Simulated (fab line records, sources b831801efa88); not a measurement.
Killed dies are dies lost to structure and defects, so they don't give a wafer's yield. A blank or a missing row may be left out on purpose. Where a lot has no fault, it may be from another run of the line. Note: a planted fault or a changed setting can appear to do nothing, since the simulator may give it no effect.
Problem report, 8D (eight disciplines) form, completed by code -- flow sky130 -- the parts of the form that need people (team, actions taken, sign-off) are left out

## 1. THE PROBLEM
METAL2_ALCU_RS at SKY_METAL2_RS_MEAS_05 reads a mean of 0.1093 ohm/sq on 1 wafer of 1 lot; wafers without a fault read 0.1271 ohm/sq with a standard deviation of 0.0013. Measured from the usual mean, that is -14 standard deviations.
The step: measures by four-point-probe.
First observed at day 36 11:25: wafer L672.3, on film-metro-04. The record has a number at this step for 15 wafers belonging to 5 lots. The rule behind "out" and "out of limits": a value lying over 4 standard deviations away from the usual mean. Any other wafer with a number is counted as sound.

## 2. WHAT IT IS; WHAT IT IS NOT
question,is,is not
which readings at this step,METAL2_ALCU_RS,-
which lots,L672,"L664, L684, L685, L687"
which wafers of those lots,L672.3,"L672.4, L672.6"
read on which gauges,film-metro-04,film-metro-03
when,from day 36 11:25,"up to then (5 sound wafers); but 9 sound wafers of L684, L685, L687 came after"

## 3. SUSPECTS, AND WHAT RULES EACH OUT
Counting: any tool at a process step up to the reading remains a suspect provided it ran every lot that is out. Sound lots after the first of them don't rule it out here, since some wafers of a struck lot are sound.
- the gauge at SKY_METAL2_RS_MEAS_05: kept. All the wafers that are out were read on film-metro-04, and no step on other tools shows them out.
- plasma-asher-03 at SKY_VIA1_STRIP_16 (strips in O2/N2): kept. It ran the lot that is out, L672 (day 36 10:03); its last sound lot up to then is L664 (day 33 13:02).
- pvd-sputter-04 at SKY_VIA1_SPUTTER_20 (material TiN, target thk 20 nm, time 80 s): kept. It ran the lot that is out, L672 (day 36 10:37); its last sound lot up to then is L664 (day 33 13:38).
- cvd-w-01 at SKY_VIA1_CVD_21 (deposits W, target thk 270 nm, time 80.902 s): kept. It ran the lot that is out, L672 (day 36 10:42); its last sound lot up to then is L664 (day 33 13:42).
- pvd-sputter-02 at SKY_METAL2_SPUTTER_02 (material AlCu, target thk 250 nm, time 13.3 s): kept. It ran the lot that is out, L672 (day 36 11:17).
- pvd-sputter-02 at SKY_METAL2_SPUTTER_03 (material Ti, target thk 5 nm, time 3.3 s): kept. It ran the lot that is out, L672 (day 36 11:19).
- pvd-sputter-02 at SKY_METAL2_SPUTTER_04 (material TiN, target thk 70 nm, time 58.3 s): kept. It ran the lot that is out, L672 (day 36 11:20).
- Within plasma-asher-03 at SKY_VIA1_STRIP_16: the wafers that are out ran in chamber 0; their sound lot-mates ran in chamber 1.
Left after counting: plasma-asher-03 at SKY_VIA1_STRIP_16, pvd-sputter-04 at SKY_VIA1_SPUTTER_20, cvd-w-01 at SKY_VIA1_CVD_21, pvd-sputter-02 at SKY_METAL2_SPUTTER_02, pvd-sputter-02 at SKY_METAL2_SPUTTER_03, pvd-sputter-02 at SKY_METAL2_SPUTTER_04, film-metro-04 at SKY_METAL2_RS_MEAS_05.

## 4. THE CAUSE (what the simulator had put in)
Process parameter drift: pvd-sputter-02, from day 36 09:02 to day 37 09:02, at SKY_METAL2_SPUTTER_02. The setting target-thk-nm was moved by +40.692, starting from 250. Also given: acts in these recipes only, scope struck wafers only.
After counting, 7 suspects remain, this tool included.

## 5. THE EFFECT CHAIN, in route order
Each row: a reading where the mean over the struck wafers with a number is more than 3 standard deviations away from the usual. Only readings for which the record gives a usual standard deviation are gone through. hours: the time from each lot's start at the first step in this table that gives one to its start at this step, as a median over the lots. sigmas: the change in usual standard deviations.
hours,step,reading,usual,on struck wafers,change,sigmas
0,SKY_METAL2_RS_MEAS_05,METAL2_ALCU_RS,0.1271 ohm/sq,0.1093,-0.0178,-14
0,SKY_METAL2_THK_MEAS_06,METAL2_ALCU_THK,255.1 nm,293.9,+38.8,+13

## 6. HOW IT WOULD HAVE BEEN CAUGHT EARLIER
2 hours passed between the start of the fault at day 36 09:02 and the first reading out of limits at a measuring or inspecting step in this record, taken at day 36 11:25.
Of the tool readings at SKY_METAL2_SPUTTER_02 for which the record gives a usual standard deviation, none was out on any struck wafer, so an alarm limit of 4 standard deviations on them would not have fired.
Each of the lots that are out, 1 in all, had begun SKY_METAL2_SPUTTER_02 on pvd-sputter-02 no later than day 36 11:25. None of them would have been spared by holding the tool at that moment.
